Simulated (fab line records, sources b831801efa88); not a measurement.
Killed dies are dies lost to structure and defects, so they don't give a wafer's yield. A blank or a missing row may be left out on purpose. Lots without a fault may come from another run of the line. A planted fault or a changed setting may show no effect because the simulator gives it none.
A struck lot beside a sound one | flow gf180mcu | 14 steps out of a route of 602
Sound: wafers L567.3, L567.4, L567.5. Struck: wafers L575.3, L575.5, L575.6. The cause comes at the end.
At each step with rows: each side's tool, then ch and its chambers, then its first start. Under that, the readings that differ: sound wafers | struck wafers | difference of the means | sigmas: that difference in standard deviations of wafers without a fault.
alike: readings whose means differ by less than 2 such deviations, and words and numbers that are the same on both sides. not compared: withheld readings, readings that some wafer has no value for, bounds like >300 that may hide the same value, and numbers for which the record gives no deviation and whose values overlap.
The two part at a step that has a row with sigmas, a row that says differs or no value, or rows on one side only. Numbers that don't overlap but have no deviation are shown without sigmas and don't part them. A reading that every wafer of one side lacks parts them only if that side has two wafers or more.

first, 4 steps without rows for these wafers: GF_V5_SOFTBAKE_10 (time 60 s); GF_V5_EXPOSE_11 (exposes mask Via5, target cd 260 nm); GF_V5_PEB_12 (peb time 90 s); GF_V5_DEVELOP_13 (develop time 60 s).
GF_V5_CD_MEAS_14: target cd 260 nm.
  sound on cd_sem-01, day 28 07:16; struck on cd_sem-01, day 30 05:32
  alike: cd_nm
GF_V5_OVL_MEAS_15:
  sound on overlay-02, day 28 07:22; struck on overlay-01, day 30 05:38
  alike: V5_OVL
GF_V5_ETCH_16: etches BARC in N2/H2.
  sound on rie_diel-04 ch 1,3, day 28 07:25; struck on rie_diel-03 ch 0,1,3, day 30 05:39
  alike: drypump_motor_current_A, oes_product_au, throttle_valve_pct
GF_V5_ETCH_17: etches SiO2 in C4F8/O2/Ar, stops on TiN, target depth 855 nm.
  sound on rie_diel-04 ch 1,3; struck on rie_diel-03 ch 0,1,3
  alike: oes_product_au
GF_V5_STRIP_18: strips in O2/N2.
  sound on plasma_asher-02 ch 0,1, day 28 07:39; struck on plasma_asher-02 ch 0,1, day 30 05:50
  alike: drypump_motor_current_A, heater_power_w, oes_product_au, platen_temp_c
  not compared: rf_hours_counter_h
then, 2 steps without rows for these wafers: GF_V5_STRIP_19 (strips in post etch residue remover, time 1200 s); GF_V5_CLEAN_20 (cleans in DIW).
GF_V5_SPUTTER_21: material Ti, target thk 15 nm, time 80.02 s.
  sound on pvd_sputter-02, day 28 08:10; struck on pvd_sputter-03, day 30 06:21
  reading              | sound                | struck               | difference | sigmas
  substrate_temp_c (C) | 199.76 199.94 200.16 | 200.35 200.17 200.40 | +0.35      | +2
  alike: cathode_dc_power_W, chamber_pressure_pa, throttle_valve_pct
GF_V5_SPUTTER_22: material TiN, target thk 10 nm, time 40 s.
  sound on pvd_sputter-02, day 28 08:14; struck on pvd_sputter-03, day 30 06:25
  no value came back on the struck wafers for cathode_dc_power_W (W), chamber_pressure_pa (Pa), throttle_valve_pct (%); on the sound wafers cathode_dc_power_W (W) reads 3999.8 3999.2 3999.8
GF_V5_CVD_23: deposits W, target thk 350 nm, time 104.9 s.
  sound on cvd_w-01 ch 0,1, day 28 08:19; struck on cvd_w-02 ch 0,1, day 30 06:29
  alike: heater_power_w

WHERE THEY PART
First at GF_V5_SPUTTER_21; last, within this record, at GF_V5_SPUTTER_22. Later steps at which nothing parts them and some readings are alike: GF_V5_CVD_23.

WHY: what the simulator had put in
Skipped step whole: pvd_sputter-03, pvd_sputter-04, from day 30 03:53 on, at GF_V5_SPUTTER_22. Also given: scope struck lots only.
